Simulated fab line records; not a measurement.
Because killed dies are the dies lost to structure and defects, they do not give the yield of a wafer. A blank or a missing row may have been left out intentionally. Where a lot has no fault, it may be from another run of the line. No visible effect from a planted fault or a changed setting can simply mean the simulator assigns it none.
fab line records | flow gf180mcu
record lots=13 wafers=39 lastDay=34
route steps=602 shown NSD@238 M3@409 MIM@508
lots with no fault: from the same line, run without faults
startH: hours from the record's first day to the start of the lot's first wafer shown | waitH: hours elapsed since this lot's preceding step | " repeats the value in the row above | L1.1+2: a single row standing in for several wafers | - either no value or no given start | * or withheld: withheld | < > ~ a bound
route shown NAME@n: NAME is a module with steps in the file, n the number in the route of the first one | usual: mean and standard deviation over wafers with no fault | same: alike in all rows | chamber/n: place in a boat | sites: the reading at each site | _std_site: standard deviation of those values | _edge_site: mean of outer sites minus mean of inner sites | radiusMm: how far each site lies from the wafer's centre | mask NAME#n: copy n | behind: the tool/chamber that last shaped the wafer | hold: cause of the lot's hold/its duration in hours/its outcome | device: the n, p or np transistor that did not switch | end of line: the route-end tests of the same wafers | a step without rows: its recipe alone | killed: count of dies lost to structure and defects at first sort (not the wafer's yield) | map: a wafer's dies, x killed, . not, _ none there
set.NAME: the setting the step ran with; set.NAME@STEP: the setting that earlier step ran with | model.NAME: the simulator's own value behind a step, which no gauge read
a sample of lots followed through the steps of the route, with each step as a table and each wafer as a row
services: the hour from which a tool's chamber was out of use, counted from the record's first day as startH (under 0 if before that day), plus the number of hours and why
## steps
# step GF_NSD_SOFTBAKE_03
# recipe tempC=90 timeS=60 resist=NOVOLAK
# usual heaterPowerTotalW=56.60/0.048 runLengthS=89.10/0.14
# columns lot.wafer tool chamber startH waitH heaterPowerTotalW runLengthS
L681.2 lithoTrack-03 0 282.29 0.1 56.52 89.00
L681.4 " 0 " " 56.68 89.18
L681.6 " 0 " " 56.65 89.12
L683.1 lithoTrack-03 0 302.12 0.1 56.59 89.32
L683.2 " 0 " " 56.56 89.12
L683.6 " 0 " " 56.63 89.10
L684.1 lithoTrack-04 0 308.95 0.1 56.68 89.30
L684.2 " 0 " " 56.68 89.12
L684.3 " 0 " " 56.56 89.16
L685.1 lithoTrack-03 0 316.57 0.1 56.54 89.03
L685.2 " 0 " " 56.61 89.15
L685.3 " 0 " " 56.50 88.96
L686.2 lithoTrack-04 0 329.28 0.1 56.58 89.31
L686.3 " 0 " " 56.67 89.06
L686.5 " 0 " " 56.63 89.24
L687.1 lithoTrack-01 0 335.71 0.1 56.63 89.02
L687.5 " 0 " " 56.63 88.98
L687.6 " 0 " " 56.59 88.96
L688.1 lithoTrack-01 0 342.51 0.1 56.52 88.88
L688.2 " 0 " " 56.63 88.94
L688.6 " 0 " " 56.63 88.89
L690.1 lithoTrack-04 0 357.80 0.1 56.64 89.11
L690.5 " 0 " " 56.52 89.11
L690.6 " 0 " " 56.58 89.18
L691.1 lithoTrack-01 0 368.46 0.1 56.58 88.95
L691.3 " 0 " " 56.54 89.12
L691.6 " 0 " " 56.67 89.25
L692.1 lithoTrack-01 0 374.76 0.1 56.52 89.03
L692.4 " 0 " " 56.61 88.90
L692.6 " 0 " " 56.59 89.09
L696.1 lithoTrack-01 0 412.06 0.1 56.59 88.91
L696.3 " 0 " " 56.63 88.90
L696.5 " 0 " " 56.62 89.00
L697.1 lithoTrack-01 0 418.36 0.1 57.64 85.69
L697.3 " 0 " " 56.50 89.06
L697.6 " 0 " " 56.58 88.95
L702.1 lithoTrack-03 0 458.06 0.1 56.56 89.05
L702.3 " 0 " " 56.54 89.03
L702.5 " 0 " " 56.50 89.16
# step GF_M3_SPUTTER_00
# recipe material=Ti targetThkNm=37.5 arrivingIonEnergyEv=80 substrateTempC=200 chamberPressurePa=2 powerW=4000 timeS=150
# usual throttleValvePct=29.6/1
# columns lot.wafer tool chamber startH waitH throttleValvePct
L681.2 pvdSputter-03 - 457.75 0.1 28.5
L681.4 " - " " 29.2
L681.6 " - " " 29.2
L683.1 pvdSputter-04 - 481.05 0.1 31.0
L683.2 " - " " 29.8
L683.6 " - " " 30.5
L684.1 pvdSputter-01 - 492.26 0.1 30.7
L684.2 " - " " 28.8
L684.3 " - " " 30.6
L685.1 pvdSputter-04 - 498.91 0.1 31.0
L685.2 " - " " 30.7
L685.3 " - " " 30.9
L686.2 pvdSputter-04 - 510.47 0.1 31.0
L686.3 " - " " 30.6
L686.5 " - " " 31.1
L687.1 pvdSputter-03 - 520.52 0.1 28.2
L687.5 " - " " 28.0
L687.6 " - " " 28.8
L688.1 pvdSputter-04 - 527.16 0.2 31.0
L688.2 " - " " 30.8
L688.6 " - " " 30.7
L690.1 pvdSputter-01 - 545.05 0.1 29.8
L690.5 " - " " 29.7
L690.6 " - " " 29.0
L691.1 pvdSputter-01 - 553.65 0.1 30.8
L691.3 " - " " 28.6
L691.6 " - " " 29.6
L692.1 pvdSputter-01 - 562.88 0.2 30.7
L692.4 " - " " 28.6
L692.6 " - " " 30.8
L696.1 pvdSputter-01 - 596.07 0.2 30.4
L696.3 " - " " 28.6
L696.5 " - " " 29.5
L697.1 pvdSputter-01 - 601.40 0.1 30.3
L697.3 " - " " 30.7
L697.6 " - " " 29.5
L702.1 pvdSputter-01 - 635.91 0.2 29.0
L702.3 " - " " 30.6
L702.5 " - " " 30.6
# step GF_M3_SPUTTER_03
# recipe material=Ti targetThkNm=10 substrateTempC=300 chamberPressurePa=0.3 powerW=3000 timeS=6.7
# usual throttleValvePct=29.7/1
# columns lot.wafer tool chamber startH waitH throttleValvePct
L681.2 pvdSputter-03 - 457.91 0.0 28.1
L681.4 " - " " 29.3
L681.6 " - " " 29.2
L683.1 pvdSputter-04 - 481.21 0.0 30.7
L683.2 " - " " 29.8
L683.6 " - " " 30.8
L684.1 pvdSputter-01 - 492.42 0.0 30.9
L684.2 " - " " 28.7
L684.3 " - " " 30.6
L685.1 pvdSputter-04 - 499.07 0.0 31.1
L685.2 " - " " 30.8
L685.3 " - " " 30.8
L686.2 pvdSputter-04 - 510.64 0.0 30.6
L686.3 " - " " 30.7
L686.5 " - " " 30.7
L687.1 pvdSputter-03 - 520.68 0.0 28.5
L687.5 " - " " 28.0
L687.6 " - " " 29.2
L688.1 pvdSputter-04 - 527.32 0.0 30.9
L688.2 " - " " 30.8
L688.6 " - " " 30.6
L690.1 pvdSputter-01 - 545.21 0.0 29.7
L690.5 " - " " 29.3
L690.6 " - " " 28.9
L691.1 pvdSputter-01 - 553.81 0.0 30.7
L691.3 " - " " 28.9
L691.6 " - " " 29.7
L692.1 pvdSputter-01 - 563.04 0.0 30.4
L692.4 " - " " 28.7
L692.6 " - " " 30.7
L696.1 pvdSputter-01 - 596.23 0.0 30.5
L696.3 " - " " 28.7
L696.5 " - " " 29.5
L697.1 pvdSputter-01 - 601.56 0.0 30.4
L697.3 " - " " 30.7
L697.6 " - " " 29.7
L702.1 pvdSputter-01 - 636.07 0.0 28.8
L702.3 " - " " 30.8
L702.5 " - " " 30.4
# step GF_MIM_CVD_05
# recipe material=Si3N4 targetThkNm=42 tempMaxC=400 tempC=385 timeS=29.086 rfW=450
# usual heaterPowerW=630/100
# columns lot.wafer tool chamber startH waitH heaterPowerW
L681.2 pecvd-04 1 557.50 0.0 503
L681.4 " 2 " " 712
L681.6 " 1 " " 519
L683.1 pecvd-01 2 579.08 0.0 576
L683.2 " 1 " " 595
L683.6 " 1 " " 582
L684.1 pecvd-03 2 589.10 0.0 705
L684.2 " 1 " " 547
L684.3 " 0 " " 606
L685.1 pecvd-03 1 594.83 0.0 537
L685.2 " 2 " " 664
L685.3 " 0 " " 688
L686.2 pecvd-04 0 605.26 0.0 720
L686.3 " 1 " " 496
L686.5 " 1 " " 496
L687.1 pecvd-03 2 615.08 0.0 675
L687.5 " 1 " " 503
L687.6 " 0 " " 588
L688.1 pecvd-04 1 621.59 0.0 451
L688.2 " 2 " " 773
L688.6 " 0 " " 789
L690.1 pecvd-03 0 635.78 0.0 625
L690.5 " 0 " " 629
L690.6 " 1 " " 536
L691.1 pecvd-03 2 644.75 0.0 757
L691.3 " 0 " " 594
L691.6 " 0 " " 589
L692.1 pecvd-03 2 652.91 0.0 770
L692.4 " 1 " " 549
L692.6 " 2 " " 782
L696.1 pecvd-03 2 682.92 0.0 655
L696.3 " 1 " " 503
L696.5 " 1 " " 501
L697.1 pecvd-03 2 687.09 0.0 703
L697.3 " 0 " " 647
L697.6 " 0 " " 635
L702.1 pecvd-03 2 717.92 0.0 728
L702.3 " 1 " " 488
L702.5 " 1 " " 476
## services
# columns tool chamber startH hours kind
pecvd-04 - 270.24 2.8 pm
pecvd-03 - 292.75 1.2 repair
pvdSputter-01 - 293.62 0.6 repair
pvdSputter-01 - 314.04 5.5 repair
pecvd-03 2 318.31 22.4 repair
pvdSputter-01 - 338.71 24.9 repair
pecvd-01 - 368.88 14.0 pm
pecvd-01 0 368.88 14.0 ventCycle
pecvd-01 1 368.88 14.0 ventCycle
pecvd-01 2 368.88 14.0 ventCycle
pecvd-04 2 381.81 14.7 repair
pecvd-01 0 382.88 - clean
pecvd-03 - 399.48 0.8 pm
pecvd-03 1 408.72 11.5 repair
pecvd-01 - 468.14 0.9 repair
pecvd-01 - 496.00 61.2 repair
pecvd-03 - 541.36 2.8 pm
pecvd-04 1 545.63 8.1 repair
pecvd-01 - 557.20 6.0 pm
pvdSputter-01 - 579.50 1.1 repair
pvdSputter-03 - 686.78 4.8 repair
pecvd-04 - 698.71 1.6 repair
pvdSputter-04 - 700.49 1.2 repair
pecvd-04 - 708.27 0.4 repair
## key
firstSign step=GF_NSD_SOFTBAKE_03 reading=runLengthS direction=down sigmas=25 usual=* struck=*
effect step=GF_NSD_SOFTBAKE_03 reading=heaterPowerTotalW direction=up sigmas=22 usual=56.60 struck=57.64
metAt GF_NSD_SOFTBAKE_03
struckLots L697
struckWafers L697.1
testerLeftOut L697
notActingAt GF_M3_SPUTTER_00,GF_M3_SPUTTER_03,GF_MIM_CVD_05
onsetBetween 412.06 418.36
fault kind=processParameterDrift tool=lithoTrack-01 chamber=- onsetH=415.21 steps=GF_NSD_SOFTBAKE_03 channel=timeS offset=* shape=step endH=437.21 scope=struckWafersOnly actsIn=* stated=*
# testerLeftOut: of these lots the tester's yield and bins aren't shown, on N5 and GAA mostly nor the transistor test; their killed dies are dies lost to structure and defects alone, not to doping, threshold or leakage, so they don't give the yield
